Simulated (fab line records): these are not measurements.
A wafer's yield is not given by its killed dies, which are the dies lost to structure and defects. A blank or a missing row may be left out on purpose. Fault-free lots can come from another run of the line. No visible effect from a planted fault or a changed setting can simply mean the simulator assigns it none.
fab line records -- flow gf180mcu -- part 2 of 2: steps 25 to 36 of 36
record lots=5, wafers=15, last-day=34
route steps=602 shown V4@491 MIM@503 M5@526
lots that met no fault: taken from a fault-free run of the same line
start-h: the number of hours between the record's first day and the start of the first shown wafer of the lot -- wait-h: hours elapsed since this lot's preceding step -- " as in the row above -- L1.1+2: several wafers, shown together as one row -- - no value, or no start given -- * or withheld: withheld -- < > ~ a bound
route shown NAME@n: a module of which the file shows steps, and the number in the route of the first -- usual: mean and standard deviation over wafers with no fault -- same: alike in all rows -- chamber/n: place in a boat -- sites: per-site readings -- _std_site: the standard deviation of these -- _edge_site: outer sites' mean less inner sites' -- radius-mm: for every site, how far away it sits from the centre of the wafer -- mask NAME#n: copy n -- behind: the tool/chamber that last shaped the wafer -- hold: why the lot went on hold/how many hours it stayed there/how the hold came to an end -- device: which transistor (n, p or np) failed to switch -- end of line: the route-end tests of the same wafers -- where a step has no rows: the recipe by itself -- killed: at the first sort, the dies lost to defects and structure; wafer yield is something else -- map: a wafer's dies, marking killed ones x, the rest . and places with no die _
set.NAME: the run value of the setting; set.NAME@STEP: its run value at that earlier step -- model.NAME: the simulator's own value behind a step, which no gauge read
a table for each step, a row for each wafer; lots at some steps of the route
services: from which hour (start-h, from the record's first day; less than 0 if before it) a tool's chamber was out of use, for how many hours, and why
## steps
# step GF_MIM_DEHYDRATE_12
# recipe temp-c=200, time-s=60
# same time-s=60
lot.wafer,tool,chamber,start-h,wait-h
L078.1+4+5,litho-track-02,0,616.96,10.6
L080.2+4+6,litho-track-02,0,632.53,9.1
L082.2+3+5,litho-track-02,0,643.88,9.8
L088.1+2+6,litho-track-02,0,683.76,9.3
L095.1+3+4,litho-track-02,0,727.25,8.8
# step GF_MIM_HMDS_13
# recipe prime-time-s=60, prime-temp-c=120
# same prime-time-s=60
lot.wafer,tool,chamber,start-h,wait-h
L078.1+4+5,litho-track-02,0,617.11,0.1
L080.2+4+6,litho-track-02,0,632.68,0.1
L082.2+3+5,litho-track-02,0,644.03,0.1
L088.1+2+6,litho-track-02,0,683.91,0.1
L095.1+3+4,litho-track-02,0,727.40,0.1
# step GF_MIM_COAT_14
# recipe resist=NOVOLAK, spin-rpm=3000, resist-thk-nm=1000
lot.wafer,tool,chamber,start-h,wait-h
L078.1+4+5,litho-track-02,0,617.26,0.1
L080.2+4+6,litho-track-02,0,632.83,0.1
L082.2+3+5,litho-track-02,0,644.18,0.1
L088.1+2+6,litho-track-02,0,684.06,0.1
L095.1+3+4,litho-track-02,0,727.55,0.1
# step GF_MIM_SOFTBAKE_15
# recipe temp-c=90, time-s=60, resist=NOVOLAK
# same time-s=60
lot.wafer,tool,chamber,start-h,wait-h
L078.1+4+5,litho-track-02,0,617.41,0.1
L080.2+4+6,litho-track-02,0,632.98,0.1
L082.2+3+5,litho-track-02,0,644.33,0.1
L088.1+2+6,litho-track-02,0,684.21,0.1
L095.1+3+4,litho-track-02,0,727.70,0.1
# step GF_MIM_EXPOSE_16
# recipe mask-id=FuseTop, target-cd-nm=2000, na=0.6, source-shape=conventional, sigma-outer=0.6, dose-mj=140
lot.wafer,tool,chamber,start-h,wait-h,mask
L078.1+4+5,iline-stepper-02,0,-,-,FuseTop#0
L080.2+4+6,iline-stepper-02,0,-,-,FuseTop#0
L082.2+3+5,iline-stepper-01,0,-,-,FuseTop#0
L088.1+2+6,iline-stepper-02,0,-,-,FuseTop#0
L095.1+3+4,iline-stepper-01,0,-,-,FuseTop#0
# step GF_MIM_PEB_17
# recipe temp-c=withheld, time-s=*, resist=NOVOLAK
# same time-s=*
lot.wafer,tool,chamber,start-h,wait-h
L078.1+4+5,litho-track-04,0,-,-
L080.2+4+6,litho-track-02,0,-,-
L082.2+3+5,litho-track-04,0,-,-
L088.1+2+6,litho-track-04,0,-,-
L095.1+3+4,litho-track-01,0,-,-
# step GF_MIM_DEVELOP_18
# recipe develop-time-s=60, dev-temp-c=23
lot.wafer,tool,chamber,start-h,wait-h
L078.1+4+5,litho-track-04,0,627.18,0.1
L080.2+4+6,litho-track-02,0,643.13,0.1
L082.2+3+5,litho-track-04,0,653.55,0.1
L088.1+2+6,litho-track-04,0,693.18,0.1
L095.1+3+4,litho-track-01,0,735.49,0.1
# step GF_MIM_METAL_ETCH_19
# recipe chemistry=Cl2/BCl3, mask-material=NOVOLAK, stop-on=Si3N4, target-depth-nm=324.5, pressure-mtorr=8, icp-w=800, bias-w=140, Cl2_flow_sccm=80, bcl3-flow-sccm=40, time-s=54.1
# usual bcl3-flow-sccm=39.99/0.12, drypump-motor-current-A=5.6/0.37, he-backside-leak-sccm=3.37/0.22, oes-product-au=0.943/0.0063, rf-fwd-power-W=794/3.3, throttle-valve-pct=28.282/0.011
# same time-s=54.1
lot.wafer,tool,chamber,start-h,wait-h,bcl3-flow-sccm,drypump-motor-current-A,he-backside-leak-sccm,oes-product-au,rf-fwd-power-W,rf-hours-counter-h,throttle-valve-pct
L078.1,rie-metal-01,1,627.33,0.1,39.99,5.8,3.23,0.946,788,9.8,28.273
L078.4,rie-metal-01,1,627.33,0.1,39.94,5.8,3.12,0.932,790,-,28.294
L078.5,rie-metal-01,0,627.33,0.1,39.97,6.0,3.45,0.941,794,-,28.297
L080.2,rie-metal-04,0,643.26,0.1,40.10,4.9,3.22,0.932,791,11.9,28.279
L080.4,rie-metal-04,1,643.26,0.1,39.87,5.2,3.39,0.936,791,-,28.272
L080.6,rie-metal-04,1,643.26,0.1,40.06,5.2,3.57,0.939,791,-,28.291
L082.2,rie-metal-04,1,653.68,0.1,40.12,5.2,3.42,0.945,797,6.2,28.273
L082.3,rie-metal-04,1,653.68,0.1,40.05,5.2,3.47,0.947,798,-,28.278
L082.5,rie-metal-04,0,653.68,0.1,39.96,4.9,3.11,0.943,794,-,28.269
L088.1,rie-metal-01,1,693.33,0.1,40.04,5.8,3.23,0.959,790,11.9,28.259
L088.2,rie-metal-01,0,693.33,0.1,39.83,6.0,3.55,0.947,793,5.6,28.289
L088.6,rie-metal-01,1,693.33,0.1,39.81,5.8,3.23,0.947,783,-,28.284
L095.1,rie-metal-04,0,735.64,0.1,39.97,4.9,3.15,0.937,795,2.2,28.294
L095.3,rie-metal-04,0,735.64,0.1,39.97,4.9,2.86,0.943,791,-,28.284
L095.4,rie-metal-04,1,735.64,0.1,40.11,5.2,3.33,0.938,795,-,28.283
# step GF_MIM_STRIP_20
# recipe chemistry=O2/N2, power-w=1400, pressure-mtorr=1500, platen-temp-c=250, o2-flow-sccm=3000, n2-flow-sccm=300, overash-fraction=0.5
# usual drypump-motor-current-A=6.0/0.54, heater-power-w=338/29, oes-product-au=0.691/0.0047, strip-time-to-endpoint-s=11.21/0.043
lot.wafer,tool,chamber,start-h,wait-h,drypump-motor-current-A,heater-power-w,oes-product-au,rf-hours-counter-h,strip-time-to-endpoint-s
L078.1,plasma-asher-01,1,627.40,0.0,5.6,293,0.701,54,11.18
L078.4,plasma-asher-01,1,627.40,0.0,5.7,295,0.695,-,11.19
L078.5,plasma-asher-01,1,627.40,0.0,5.7,290,0.699,-,11.21
L080.2,plasma-asher-01,0,643.33,0.0,6.9,354,0.693,56,11.29
L080.4,plasma-asher-01,1,643.33,0.0,5.6,289,0.700,-,11.27
L080.6,plasma-asher-01,1,643.33,0.0,5.7,285,0.690,-,11.23
L082.2,plasma-asher-01,1,653.75,0.0,5.6,290,0.691,58,11.21
L082.3,plasma-asher-01,1,653.75,0.0,5.6,292,0.692,-,11.19
L082.5,plasma-asher-01,1,653.75,0.0,5.6,289,0.694,-,11.26
L088.1,plasma-asher-01,0,693.40,0.0,6.8,350,0.688,63,11.23
L088.2,plasma-asher-01,1,693.40,0.0,5.7,289,0.689,63,11.21
L088.6,plasma-asher-01,1,693.40,0.0,5.7,295,0.693,-,11.22
L095.1,plasma-asher-02,0,735.71,0.0,5.4,365,0.696,32,11.24
L095.3,plasma-asher-02,1,735.71,0.0,5.8,330,0.694,-,11.23
L095.4,plasma-asher-02,0,735.71,0.0,5.4,374,0.684,-,11.22
# step GF_MIM_STRIP_21
# recipe chemistry=post-etch-residue-remover, time-s=1200, temp-c=72.5
# same time-s=1200
lot.wafer,tool,chamber,start-h,wait-h
L078.1+4+5,wet-bench-01,2,627.50,0.1
L080.2+4+6,wet-bench-04,2,643.43,0.1
L082.2+3+5,wet-bench-01,0,653.85,0.1
L088.1+2+6,wet-bench-04,0,693.50,0.1
L095.1+3+4,wet-bench-04,0,735.81,0.1
# step GF_MIM_CLEAN_22
# recipe chemistry=DIW, dry=n2-spin
lot.wafer,tool,chamber,start-h,wait-h
L078.1+4+5,wet-bench-04,1,627.84,0.0
L080.2+4+6,wet-bench-03,2,643.80,0.0
L082.2+3+5,wet-bench-03,2,654.22,0.0
L088.1+2+6,wet-bench-03,3,694.18,0.0
L095.1+3+4,wet-bench-01,1,736.22,0.0
# step GF_M5_DEHYDRATE_00
# recipe temp-c=200, time-s=60
# same time-s=60
lot.wafer,tool,chamber,start-h,wait-h
L078.1+4+5,litho-track-02,0,637.46,9.5
L080.2+4+6,litho-track-02,0,653.13,9.2
L082.2+3+5,litho-track-03,0,664.14,9.8
L088.1+2+6,litho-track-02,0,703.16,8.9
L095.1+3+4,litho-track-01,0,744.59,8.2
## services
tool,chamber,start-h,hours,kind
pvd-sputter-04,-,582.23,1.4,repair
plasma-asher-03,-,584.41,3.0,repair
cmp-01,-,587.63,1.6,repair
wet-bench-04,-,592.39,7.4,repair
iline-stepper-02,-,599.90,6.7,repair
pecvd-04,1,619.09,1.8,repair
cmp-01,-,620.22,1.1,repair
plasma-asher-03,-,635.02,24.0,repair
iline-stepper-02,-,643.92,1.7,pm
rie-metal-04,-,647.41,0.8,repair
iline-stepper-01,-,649.49,1.7,pm
cmp-01,-,654.22,1.6,repair
rie-diel-02,1,663.13,8.6,repair
cmp-01,-,667.06,0.2,repair
pvd-sputter-03,-,673.34,1.7,repair
rie-diel-01,2,679.22,16.4,repair
rie-diel-02,-,683.31,2.8,pm
cvd-w-01,-,689.93,0.3,repair
cmp-01,-,696.00,0.8,repair
cmp-01,-,698.71,0.4,repair
cmp-01,-,699.39,1.8,repair
rie-diel-01,1,712.45,19.1,repair
cmp-02,-,720.82,4.4,pm
cmp-02,-,744.14,4.0,pm
